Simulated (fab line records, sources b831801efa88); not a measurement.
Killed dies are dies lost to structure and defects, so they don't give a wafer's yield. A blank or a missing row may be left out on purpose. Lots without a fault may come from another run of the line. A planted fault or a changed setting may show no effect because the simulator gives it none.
Which tool did it? | flow sky130 | 12 lots, 34 wafers sampled, at 5 steps of a route of 708

WHAT THE GAUGES READ, wafer by wafer
SKY_CAP2M_THK_MEAS_04: measures by xrf. Usual: CAP2M_TIN_THK 200.1 nm, standard deviation 2.
lot  | measured     | on            | CAP2M_TIN_THK (nm) | flag
L791 | day 39 16:52 | film_metro-01 | 201.9 203.5 201.6  |
L792 | day 39 22:16 | film_metro-03 | 200.3 201.2 200.2  |
L793 | day 40 09:47 | film_metro-01 | 201.6 205.3 200.5  |
L796 | day 41 02:34 | film_metro-01 | 198.6 201.3 202.2  |
L795 | day 41 02:40 | film_metro-03 | 202.6 199.4 201.8  |
L801 | day 42 13:44 | film_metro-02 | 199.7 200.3        |
L802 | day 42 23:21 | film_metro-03 | 197.8 199.3        |
L805 | day 43 16:42 | film_metro-03 | 202.1 203.0 199.0  |
L806 | day 43 22:28 | film_metro-01 | 197.6 195.9 199.2  |
L807 | day 44 07:46 | film_metro-01 | 197.7 199.5 199.6  |
L813 | day 45 13:00 | film_metro-02 | 195.9 198.9 198.9  |
L814 | day 45 16:34 | film_metro-01 | 200.9 201.2 201.5  |

SKY_METAL5_RS_MEAS_05: measures by four-point-probe. Usual: METAL5_ALCU_RS 0.0271 ohm/sq, standard deviation 0.00021.
lot  | measured     | on            | METAL5_ALCU_RS (ohm/sq) | flag
L791 | day 42 20:20 | film_metro-03 | 0.02734 0.02714 0.02717 |
L792 | day 43 01:03 | film_metro-01 | 0.027 0.02698 0.02714   |
L793 | day 43 11:04 | film_metro-04 | 0.02723 0.02733 0.02754 |
L796 | day 44 03:03 | film_metro-04 | 0.02699 0.02727 0.02701 |
L795 | day 44 03:44 | film_metro-01 | 0.02711 0.02679 0.02663 |
L801 | day 45 11:56 | film_metro-04 | 0.02687 0.02672         |
L802 | day 45 21:49 | film_metro-01 | 0.0271 0.02693          |
L805 | day 46 12:56 | film_metro-03 | 0.02696 0.02727 0.02723 |
L806 | day 46 17:29 | film_metro-04 | 0.02716 0.02716 0.0272  |
L807 | day 47 03:08 | film_metro-03 | 0.02711 0.02701 0.0274  |
L813 | day 48 05:39 | film_metro-01 | 0.02679 0.02684 0.02669 |
L814 | day 48 07:28 | film_metro-03 | 0.02718 0.02718 0.02691 |

WHICH TOOL RAN EACH LOT (tool, then ch and the chambers of the sampled wafers, then the start)
lot  | SKY_VIA3_SPUTTER_20          | SKY_METAL4_METAL_ETCH_18          | SKY_METAL4_STRIP_19
L791 | pvd_sputter-02, day 39 15:29 | rie_metal-02 ch 0,1, day 41 18:23 | plasma_asher-02 ch 0,1, day 41 18:34
L792 | pvd_sputter-01, day 39 21:07 | rie_metal-01 ch 0,1, day 41 22:56 | plasma_asher-01 ch 0,1, day 41 23:07
L793 | pvd_sputter-01, day 40 08:38 | rie_metal-03 ch 0,1, day 42 09:12 | plasma_asher-04 ch 0,1, day 42 09:22
L796 | pvd_sputter-01, day 41 01:26 | rie_metal-01 ch 0,1, day 43 01:08 | plasma_asher-02 ch 0, day 43 01:19
L795 | pvd_sputter-02, day 41 01:32 | rie_metal-02 ch 0,1, day 43 01:47 | plasma_asher-01 ch 1, day 43 01:58
L801 | pvd_sputter-02, day 42 12:36 | rie_metal-01 ch 0,1, day 44 12:02 | plasma_asher-01 ch 0,1, day 44 12:13
L802 | pvd_sputter-04, day 42 22:13 | rie_metal-01 ch 0,1, day 44 21:41 | plasma_asher-01 ch 0,1, day 44 21:52
L805 | pvd_sputter-02, day 43 15:08 | rie_metal-03 ch 0,1, day 45 13:09 | plasma_asher-04 ch 0,1, day 45 13:18
L806 | pvd_sputter-01, day 43 21:20 | rie_metal-02 ch 0,1, day 45 18:23 | plasma_asher-01 ch 0,1, day 45 18:34
L807 | pvd_sputter-02, day 44 06:36 | rie_metal-03 ch 0,1, day 46 03:18 | plasma_asher-01 ch 0,1, day 46 03:28
L813 | pvd_sputter-04, day 45 11:52 | rie_metal-02 ch 0,1, day 47 07:27 | plasma_asher-04 ch 0,1, day 47 07:37
L814 | pvd_sputter-01, day 45 15:27 | rie_metal-03 ch 0,1, day 47 09:47 | plasma_asher-01 ch 0,1, day 47 09:58
- SKY_VIA3_SPUTTER_20: material TiN, target thk 20 nm, time 80 s.
- SKY_METAL4_METAL_ETCH_18: etches the open film in Cl2/BCl3, stops on SiO2, target depth 845 nm, time 183.1 s.
- SKY_METAL4_STRIP_19: strips in O2/N2.

WHAT THE TOOLS THEMSELVES READ (means of the sampled wafers that have a number; where no wafer has one, the mark that the record gives instead)
SKY_VIA3_SPUTTER_20. Usual: throttle_valve_pct 30.0 %, standard deviation 0.97.
lot  | tool           | throttle_valve_pct (%) | flag
L791 | pvd_sputter-02 | 31.1                   |
L792 | pvd_sputter-01 | 29.6                   |
L793 | pvd_sputter-01 | 29.5                   |
L796 | pvd_sputter-01 | 30.1                   |
L795 | pvd_sputter-02 | 30.3                   |
L801 | pvd_sputter-02 | 30.4                   |
L802 | pvd_sputter-04 | 28.7                   |
L805 | pvd_sputter-02 | 30.0                   |
L806 | pvd_sputter-01 | 29.6                   |
L807 | pvd_sputter-02 | 29.7                   |
L813 | pvd_sputter-04 | 29.7                   |
L814 | pvd_sputter-01 | 29.2                   |

SKY_METAL4_METAL_ETCH_18. Usual: drypump_motor_current_A 5.5 A, standard deviation 0.43; oes_product_au 0.865 a.u., standard deviation 0.0058; throttle_valve_pct 22.265 %, standard deviation 0.0095.
lot  | tool         | drypump_motor_current_A (A) | oes_product_au (a.u.) | throttle_valve_pct (%) | flag
L791 | rie_metal-02 | 5.4                         | 0.866                 | 22.257                 |
L792 | rie_metal-01 | 5.5                         | 0.858                 | 22.263                 |
L793 | rie_metal-03 | 5.9                         | 0.868                 | 22.267                 |
L796 | rie_metal-01 | 5.3                         | 0.862                 | 22.262                 |
L795 | rie_metal-02 | 5.4                         | 0.869                 | 22.267                 |
L801 | rie_metal-01 | 5.3                         | 0.817                 | 22.267                 | OFF
L802 | rie_metal-01 | 5.3                         | 0.803                 | 22.261                 | OFF
L805 | rie_metal-03 | 5.8                         | 0.863                 | 22.267                 |
L806 | rie_metal-02 | 5.6                         | 0.867                 | 22.268                 |
L807 | rie_metal-03 | 5.9                         | 0.866                 | 22.265                 |
L813 | rie_metal-02 | 5.4                         | 0.859                 | 22.270                 |
L814 | rie_metal-03 | 5.9                         | 0.865                 | 22.264                 |

SKY_METAL4_STRIP_19. Usual: drypump_motor_current_A 5.4 A, standard deviation 0.38; oes_product_au 0.504 a.u., standard deviation 0.0047; strip_time_to_endpoint_s 6.59 s, standard deviation 0.06.
lot  | tool            | drypump_motor_current_A (A) | oes_product_au (a.u.) | strip_time_to_endpoint_s (s) | flag
L791 | plasma_asher-02 | 4.8                         | 0.506                 | 6.58                         |
L792 | plasma_asher-01 | 5.8                         | 0.505                 | 6.60                         |
L793 | plasma_asher-04 | 5.3                         | 0.507                 | 6.60                         |
L796 | plasma_asher-02 | 4.8                         | 0.496                 | 6.50                         |
L795 | plasma_asher-01 | 5.7                         | 0.500                 | 6.58                         |
L801 | plasma_asher-01 | 5.8                         | 0.475                 | 5.90                         | OFF
L802 | plasma_asher-01 | 5.8                         | 0.474                 | 5.81                         | OFF
L805 | plasma_asher-04 | 5.3                         | 0.502                 | 6.60                         |
L806 | plasma_asher-01 | 5.7                         | 0.506                 | 6.62                         |
L807 | plasma_asher-01 | 5.8                         | 0.501                 | 6.57                         |
L813 | plasma_asher-04 | 5.3                         | 0.508                 | 6.57                         |
L814 | plasma_asher-01 | 5.8                         | 0.501                 | 6.62                         |

THE ANSWER, worked out from the rows above alone
Rule: a lot is off if the mean of its wafers that have a number lies more than 3 standard deviations from the usual mean. A lot without any number at a reading at which 4 lots or more have one is off too. The other lots that the step has rows for count as sound. The gauges are gone through in route order, then the tools' own readings, and for those a lot's mean is taken as printed above. The first step at which some lot is off is used, and at that step the reading that is off furthest; a lot without a number counts as furthest.
Off: L801, L802, at SKY_METAL4_METAL_ETCH_18 (oes_product_au).
A tool fits if, at that step or a process step before it, it ran every lot that is off, and no sound lot after the first of them. One fits: rie_metal-01 at SKY_METAL4_METAL_ETCH_18. Its last sound lot is L796 (day 43 01:08), its first lot that is off L801 (day 44 12:02): a fault that began between those two fits.
The tool's own readings at SKY_METAL4_METAL_ETCH_18 bear it out: on the lots that are off they differ by more than 5 times the standard deviation of the sound lots' means. oes_product_au reads 0.810 a.u. there against 0.864 a.u. on the sound lots.

WHAT THE SIMULATOR HAD PUT IN
Process parameter drift: rie_metal-01, from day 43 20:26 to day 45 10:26, at SKY_METAL4_METAL_ETCH_18. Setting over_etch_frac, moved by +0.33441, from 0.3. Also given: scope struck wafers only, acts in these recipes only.
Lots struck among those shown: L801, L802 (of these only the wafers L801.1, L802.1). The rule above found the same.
